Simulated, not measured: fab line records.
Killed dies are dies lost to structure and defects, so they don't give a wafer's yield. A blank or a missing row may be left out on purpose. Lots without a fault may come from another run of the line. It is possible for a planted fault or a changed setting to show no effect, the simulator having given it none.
fab line records	flow sky130
record lots=4	wafers=12	lastDay=50
route steps=708 shown VIA3@588 METAL4@598 CAP2M@603 PAD_OPEN@708
lots that met no fault: taken from a fault-free run of the same line
startH: hours from the record's first day to the start of the lot's first wafer shown	waitH: hours since the lot's step before	" repeats the value in the row above	L1.1+2: one row covering several wafers at once	- no value present, or no start provided	* or withheld: withheld	< > ~ a bound
route shown NAME@n: a module of which the file shows steps, and the number in the route of the first	usual: mean/standard deviation of fault-free wafers	same: alike in all rows	chamber/n: place in a boat	sites: per-site readings	_std_site: the standard deviation of these	_edge_site: outer sites' mean less inner sites'	radiusMm: how far each site lies from the wafer's centre	mask NAME#n: copy n	behind: the tool/chamber that last shaped the wafer	hold: the reason the lot was held/the length of the hold in hours/how it ended	device: transistor that didn't switch, given as n, p or np	end of line: tests run on the same wafers once the route is complete	a step with no rows: only its recipe	killed: the dies lost at the first sort to structure and to defects; this is not the yield of the wafer	map: dies across one wafer; x = killed, . = not, _ = none there
set.NAME: the setting the step ran with; set.NAME@STEP: the setting that earlier step ran with	model.NAME: the simulator's own value behind a step, which no gauge read
lots at selected steps of the route; one table per step, one row per wafer
services: from which hour (startH, from the record's first day; less than 0 if before it) a tool's chamber was out of use, for how many hours, and why
## steps
# step SKY_VIA3_ETCH_15
# recipe target=SiO2	chemistry=C4F8/O2/Ar	targetDepthNm=507	stopOn=TiN	maskMaterial=KrF-thick	sourceW=1500	biasW=1200	pressureMtorr=40	c4f8FlowSccm=withheld	O2_flow_sccm=6	Ar_flow_sccm=300	timeS=78
# step SKY_VIA3_STRIP_16
# recipe chemistry=O2/N2	powerW=1400	pressureMtorr=1500	platenTempC=withheld	o2FlowSccm=3000	n2FlowSccm=300	overashFraction=0.5
# step SKY_VIA3_STRIP_17
# recipe chemistry=postEtchResidueRemover	timeS=1200	tempC=72.5
# step SKY_VIA3_CLEAN_18
# recipe chemistry=IPA	timeS=180	tempC=25
# step SKY_VIA3_CLEAN_19
# recipe chemistry=O3/DIW	dry=n2Spin
# step SKY_VIA3_SPUTTER_20
# recipe material=TiN	targetThkNm=20	chamberPressurePa=5	powerW=4000	timeS=80
# step SKY_VIA3_CVD_21
# recipe material=W	targetThkNm=390	timeS=117.31	tempC=400	pressureTorr=40
# step SKY_VIA3_CMP_24
# recipe stopOn=SiO2	tOverpolishS=20	downForcePsi=3.5	platenRpm=60	targetThkNm=0	padVelocityMS=0.94248
# step SKY_METAL4_SPUTTER_00
# recipe material=Ti	targetThkNm=15	powerW=3000	timeS=10	chamberPressurePa=0.4
# step SKY_METAL4_SPUTTER_01
# recipe material=TiN	targetThkNm=20	powerW=6500	timeS=16.7	chamberPressurePa=0.4
# step SKY_METAL4_SPUTTER_02
# recipe material=AlCu	targetThkNm=735	powerW=10600	timeS=39.1	chamberPressurePa=0.4
# usual chamberPressurePa=0.4000/0.00078	throttleValvePct=30.0/0.85
lot.wafer	tool	chamber	startH	waitH	chamberPressurePa	throttleValvePct	model.AlCu_of_METAL4_SPUTTER_02.thkNm
L406.3	pvdSputter-01	-	949.70	0.0	0.3991	31.7	723.9
L406.4	"	-	"	"	0.4002	30.8	722.4
L406.6	"	-	"	"	0.4011	30.9	725.2
L416.1	pvdSputter-01	-	1014.63	0.0	0.4006	31.4	991.9
L416.3	"	-	"	"	0.3990	29.9	725.3
L416.4	"	-	"	"	0.3992	30.7	733.8
L420.1	pvdSputter-01	-	1039.82	0.0	0.4006	31.3	989.3
L420.2	"	-	"	"	0.3996	29.8	984.5
L420.6	"	-	"	"	0.4002	29.8	719.7
L428.1	pvdSputter-02	-	1086.82	0.0	0.4012	30.4	743.8
L428.5	"	-	"	"	0.4010	29.3	744.1
L428.6	"	-	"	"	0.4011	28.4	747.2
# step SKY_METAL4_SPUTTER_03
# recipe material=Ti	targetThkNm=5	powerW=3000	timeS=3.3	chamberPressurePa=0.4
# step SKY_METAL4_SPUTTER_04
# recipe material=TiN	targetThkNm=70	powerW=6500	timeS=58.3	chamberPressurePa=0.4
# step SKY_CAP2M_CVD_00
# recipe material=SiO2	targetThkNm=15.5	tempC=400	timeS=withheld	rfW=450
# step SKY_CAP2M_SPUTTER_02
# recipe material=TiN	targetThkNm=200	tempC=300	powerW=6500	timeS=166.7	chamberPressurePa=0.4
# step SKY_CAP2M_DEHYDRATE_05
# recipe tempC=200	timeS=60
# step SKY_CAP2M_HMDS_06
# recipe primeTimeS=60	primeTempC=120
# step SKY_CAP2M_COAT_07
# recipe resist=NOVOLAK	spinRpm=3000	resistThkNm=1140
# step SKY_CAP2M_SOFTBAKE_08
# recipe tempC=90	timeS=60	resist=NOVOLAK
# step SKY_CAP2M_EXPOSE_09
# recipe maskId=CAP2M	na=0.6	sourceShape=conventional	sigmaOuter=0.6	polarization=unpolarized	targetCdNm=1000	doseMj=159
# step SKY_CAP2M_PEB_10
# recipe tempC=withheld	timeS=*	resist=NOVOLAK
# step SKY_CAP2M_DEVELOP_11
# recipe resist=NOVOLAK	developer=TMAH	developTimeS=60	devTempC=23
# step SKY_CAP2M_METAL_ETCH_13
# recipe targetDepthNm=220	stopOn=SiO2	chemistry=Cl2/BCl3	target=TiN	pressureMtorr=10	icpW=900	biasW=48.5	Cl2_flow_sccm=60	bcl3FlowSccm=30	timeS=62.9
# step SKY_CAP2M_STRIP_14
# recipe chemistry=O2/N2	powerW=1400	pressureMtorr=1500	platenTempC=withheld	o2FlowSccm=3000	n2FlowSccm=300	overashFraction=0.5
# step SKY_CAP2M_STRIP_15
# recipe chemistry=postEtchResidueRemover	timeS=1200	tempC=72.5
# step SKY_CAP2M_CLEAN_16
# recipe chemistry=IPA	timeS=180	tempC=25
# step SKY_CAP2M_CLEAN_17
# recipe chemistry=O3/DIW	dry=n2Spin
# step SKY_METAL4_DEHYDRATE_05
# recipe tempC=200	timeS=60
# step SKY_METAL4_HMDS_06
# recipe primeTimeS=60	primeTempC=120
# step SKY_METAL4_COAT_07
# recipe resist=BARC	tempC=withheld	timeS=withheld	spinRpm=3000	resistThkNm=60
# step SKY_METAL4_COAT_08
# recipe resist=KrF-thick	spinRpm=3000	resistThkNm=1140
# step SKY_METAL4_SOFTBAKE_09
# recipe tempC=100	timeS=90	resist=KrF-thick
# step SKY_METAL4_EXPOSE_10
# recipe maskId=MM4	na=0.68	sourceShape=annular	sigmaInner=0.4	sigmaOuter=0.8	targetCdNm=300	doseMj=28
# step SKY_METAL4_PEB_11
# recipe pebTempC=withheld	pebTimeS=withheld	resist=KrF-thick
# step SKY_METAL4_DEVELOP_12
# recipe developTimeS=60	resist=KrF-thick	devTempC=21
# step SKY_METAL4_METAL_ETCH_18
# recipe targetDepthA=8450	stopOn=SiO2	overEtchFrac=0.3	timeS=183.1	chemistry=Cl2/BCl3	resistSidewallDeg=88	pressureMtorr=10	icpW=900	biasW=48.5	Cl2_flow_sccm=60	bcl3FlowSccm=30
# usual drypumpMotorCurrentA=5.6/0.6	oesProductAu=0.862/0.0066	rfFwdPowerW=896.7/2.9	throttleValvePct=22.264/0.0091
lot.wafer	tool	chamber	startH	waitH	drypumpMotorCurrentA	oesProductAu	rfFwdPowerW	rfHoursCounterH	throttleValvePct
L406.3	rieMetal-01	0	998.68	0.1	5.2	0.855	897.7	-	22.269
L406.4	"	1	"	"	5.4	0.863	895.7	-	22.264
L406.6	"	1	"	"	5.4	0.851	895.5	-	22.261
L416.1	rieMetal-02	1	1061.75	0.0	6.4	0.996	901.3	7	22.264
L416.3	"	0	"	"	5.0	0.855	895.8	-	22.264
L416.4	"	1	"	"	6.4	0.860	893.8	-	22.253
L420.1	rieMetal-01	0	1084.25	0.0	5.2	0.986	899.8	21	22.263
L420.2	"	1	"	"	5.4	0.991	898.8	14	22.268
L420.6	"	1	"	"	5.4	0.857	895.7	-	22.265
L428.1	rieMetal-02	0	1129.36	0.0	5.0	0.873	896.8	23	22.280
L428.5	"	0	"	"	5.0	0.878	897.5	-	22.269
L428.6	"	1	"	"	6.4	0.871	895.9	-	22.279
# step SKY_PAD_OPEN_PROBE_99
# usual defectLimitedYield=82.6/1.8	killed_at_M0_to_M3=43/6.6	killed_at_M4_up=2.9/1.6	killedAtContacts=24/4.9	killedAtFrontEnd=15/4.5	killedAtOther=0.2/0.45	killedDies=86/8.8	killedOnRim=16/4.2	killedOpen=48/6.4	killedShort=38/5.6	sort_bin_3_pad_short=0.8/0.38	sort_bin_5_function=10.2/1.4	sort_bin_6_memory=6.4/1.1	sortNPass=406/8.8	sortYieldPct=82.6/1.8
# same grossDies=492	killedAtBackSide=0	sort_bin_4_leakage[%]=0	sort_bin_8_speed[%]=0
lot.wafer	tool	chamber	startH	waitH	defectLimitedYield[%]	killed_at_M0_to_M3	killed_at_M4_up	killedAtContacts	killedAtFrontEnd	killedAtOther	killedDies	killedOnRim	killedOpen	killedShort	sort_bin_3_pad_short[%]	sort_bin_5_function[%]	sort_bin_6_memory[%]	sortNPass	sortYieldPct[%]
L406.3	prober-02	-	1092.89	0.2	81.5	50	2	24	14	1	91	16	49	42	0.8	11.0	6.7	401	81.5
L406.4	prober-02	-	1092.94	0.2	80.3	60	2	22	13	0	97	12	54	43	0.2	10.8	8.7	395	80.3
L406.6	prober-02	-	1093.04	0.2	82.5	41	5	26	13	1	86	15	54	32	0.4	10.4	6.7	406	82.5
L416.1	prober-02	-	1149.58	0.1	20.1	37	311	28	17	0	393	82	40	44	1.0	74.0	4.9	99	20.1
L416.3	prober-02	-	1149.68	0.2	83.1	34	1	28	20	0	83	14	51	32	0.6	10.6	5.7	409	83.1
L416.4	prober-02	-	1149.73	0.2	80.5	52	4	24	16	0	96	18	53	43	1.0	12.2	6.3	396	80.5
L420.1	prober-01	-	1167.05	0.1	9.8	46	357	25	16	0	444	92	51	36	0.6	83.3	6.3	48	9.8
L420.2	prober-01	-	1167.10	0.1	15.9	39	340	22	13	0	414	66	47	30	1.0	77.2	5.9	78	15.9
L420.6	prober-01	-	1167.30	0.2	81.5	51	4	25	11	0	91	12	53	38	0.8	10.2	7.5	401	81.5
# killed by level:class
L406.3 VIA1:geometricParticle:open=13 CONTACT:geometricParticle:open=13 CONTACT:geometricParticle:short=8 VIA1:geometricParticle:short=7 VIA2:geometricParticle:open=7 POLY_GATE:geometricParticle:short=4 METAL1:geometricParticle:short=4 METAL2:geometricParticle:short=4
L406.4 VIA1:geometricParticle:open=17 CONTACT:geometricParticle:open=9 METAL1:geometricParticle:short=9 LI_CONTACT:geometricParticle:open=7 VIA2:geometricParticle:short=7 VIA2:geometricParticle:open=6 POLY_GATE:geometricParticle:open=5 VIA3:geometricParticle:short=5
L406.6 VIA1:geometricParticle:open=13 CONTACT:geometricParticle:open=11 LI_CONTACT:geometricParticle:open=7 VIA3:geometricParticle:open=6 POLY_GATE:geometricParticle:short=5 VIA2:geometricParticle:open=5 METAL4:geometricParticle:short=5 FIELD_ISO:geometricParticle:open=4
L416.1 METAL4:areaEtch=309 CONTACT:geometricParticle:open=9 LI_CONTACT:geometricParticle:open=6 LOCAL_INTERCONNECT:geometricParticle:short=6 CONTACT:geometricParticle:short=6 VIA1:geometricParticle:open=6 VIA1:geometricParticle:short=5 METAL3:geometricParticle:short=5
L416.3 LI_CONTACT:geometricParticle:open=9 CONTACT:geometricParticle:open=9 VIA1:geometricParticle:open=9 FIELD_ISO:geometricParticle:open=8 FIELD_ISO:geometricParticle:short=6 VIA2:geometricParticle:open=4 LOCAL_INTERCONNECT:geometricParticle:short=4 VIA1:geometricParticle:short=4
L416.4 VIA1:geometricParticle:open=13 VIA3:geometricParticle:open=9 METAL2:geometricParticle:short=7 CONTACT:geometricParticle:short=7 LI_CONTACT:geometricParticle:open=6 CONTACT:geometricParticle:open=6 VIA2:geometricParticle:open=6 FIELD_ISO:geometricParticle:open=4
L420.1 METAL4:areaEtch=357 VIA1:geometricParticle:open=17 CONTACT:geometricParticle:open=9 VIA1:geometricParticle:short=8 LI_CONTACT:geometricParticle:open=6 METAL2:geometricParticle:short=6 FIELD_ISO:geometricParticle:open=4 LOCAL_INTERCONNECT:geometricParticle:short=4
L420.2 METAL4:areaEtch=337 VIA1:geometricParticle:open=15 CONTACT:geometricParticle:open=12 VIA3:geometricParticle:open=6 LOCAL_INTERCONNECT:geometricParticle:short=5 VIA1:geometricParticle:short=5 METAL1:geometricParticle:short=5 VIA2:geometricParticle:short=4
L420.6 VIA1:geometricParticle:open=15 CONTACT:geometricParticle:open=12 METAL2:geometricParticle:short=8 VIA2:geometricParticle:open=7 VIA3:geometricParticle:open=5 LI_CONTACT:geometricParticle:open=4 METAL3:geometricParticle:short=4 VIA2:geometricParticle:short=4
# map L416.1 (x killed, . not)
__________xxx.xxxxxx_________
________xxxxxxxxx.xx.._______
______x.xxxxxxxxxxx....x_____
_____.xxxxxxx.xxxxx.x.xx.____
____xx.x.xxxxxxxx.xxx.xxxx___
___xx.x...xxxxx..xxx.xxx.xx__
__xxxxxxxx...xx.xxxxxxxx.xxx_
_xxxxxxx.xxxxx..xxxxxxx.xxxxx
_xxxxxxxx.xx.x..x.x.x.xxxxxxx
_xxxxxxxxxxxxxxx..xxxxxxx.xxx
_xxxxx..xxxxx.xxx...x.xxxxxxx
_xxxxxxxxxxxxx.x.xxx..x.x.xxx
_x.xxxxx.x.xxxxxxxx.xxxxxx.xx
_xxxxx.xxxx.x.....xxxxxxxxxxx
_xxxxxxxxxxxxx...xxxxxxxx.x.x
__xxxxxxx.xx.xxxx.xxxxxxxx.x_
___xxxxxxxx.xx.xxxxx.xxxxxx__
____xxxxxxxxxx.x.xxxxxxxxx___
_____xxxxxxx.....xxxxxxxx____
______xxxxxxxxxxxx..xx.x_____
________x.xxxx...x.xxx_______
__________xxxxxx.xx._________
# map L420.1 (x killed, . not)
__________xxxxxxxxxx_________
________xxxxxxxxxxxxxx_______
______xxxxxxxxxxxxxxxxxx_____
_____xxxxxxxxxxxxxxxxxxxx____
____xxxxxxxxxxxxxxxxxxxxxx___
___xxxxxxxxxxxxxxxxxxxxxx.x__
__xxxxxxxxxxxxxx.xxxxxxxxxxx_
_xxxx..xxxxxxxxxxx.xxxx.xxxxx
_xxxxxxxxxxxxxx.xxxxxxx..xxxx
_xxxxxxxxxxxxxxxxxx.x..x.xxxx
_xxxxxx.xxxxxxxxxx.xx...xx..x
_xxx.x.xxxxxxxxx.x.xx..xxx.xx
_xxxxxx.xxxxxxxxxxx....x.xxxx
_xxx.xxxxxxxxxxxxxxxxx.xxxxxx
_xxxxxxxxxxxxxxxxxxxxx.x.x..x
__xxx.xxxxxxxxxxxxx.xxx.x..x_
___xxxxxxxxxxxxxxxxxxx.xxx.__
____xxxxxxxxxxxxxxxxx..xxx___
_____xxxxxxxxxxxxxxxxxxxx____
______xxxxxxxxxxxxxxxxxx_____
________xxxxxxxxxxxxxx_______
__________xxxxxxxxxx_________
## services
tool	chamber	startH	hours	kind
rieMetal-02	1	927.32	-	clean
rieMetal-02	1	927.32	24.4	scheduledDown
rieMetal-02	1	927.32	24.4	ventCycle
pvdSputter-02	-	972.47	2.1	repair
pvdSputter-01	-	994.09	2.0	repair
rieMetal-01	1	1112.75	5.0	repair
## key
firstSign step=SKY_METAL4_METAL_ETCH_18	reading=oesProductAu	direction=up	sigmas=20	usual=0.862	struck=0.991
effect step=SKY_PAD_OPEN_PROBE_99	reading=killed_at_M4_up	direction=up	sigmas=99+	usual=2.9	struck=336
modelEffect step=SKY_METAL4_SPUTTER_02	value=AlCu_of_METAL4_SPUTTER_02.thkNm	without=723.3	struck=988.6
moreKillsBornAt SKY_METAL4_METAL_ETCH_18@rieMetal-01=694	SKY_METAL4_METAL_ETCH_18@rieMetal-02=309
metAt SKY_METAL4_SPUTTER_02
struckWafers L416.1,L420.1,L420.2
laterRowsLeftOut L416.1,L420.1,L420.2
onsetBetween 949.70 1014.63
fault kind=processParameterDrift	tool=pvdSputter-01	chamber=-	onsetH=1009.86	steps=SKY_METAL4_SPUTTER_02	channel=timeS	offset=*	shape=step	endH=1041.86	scope=struckWafersOnly	actsIn=*	stated=*
# laterRowsLeftOut: the simulator's readings of these wafers behind a module that went badly wrong aren't trusted and aren't shown, but for the sort
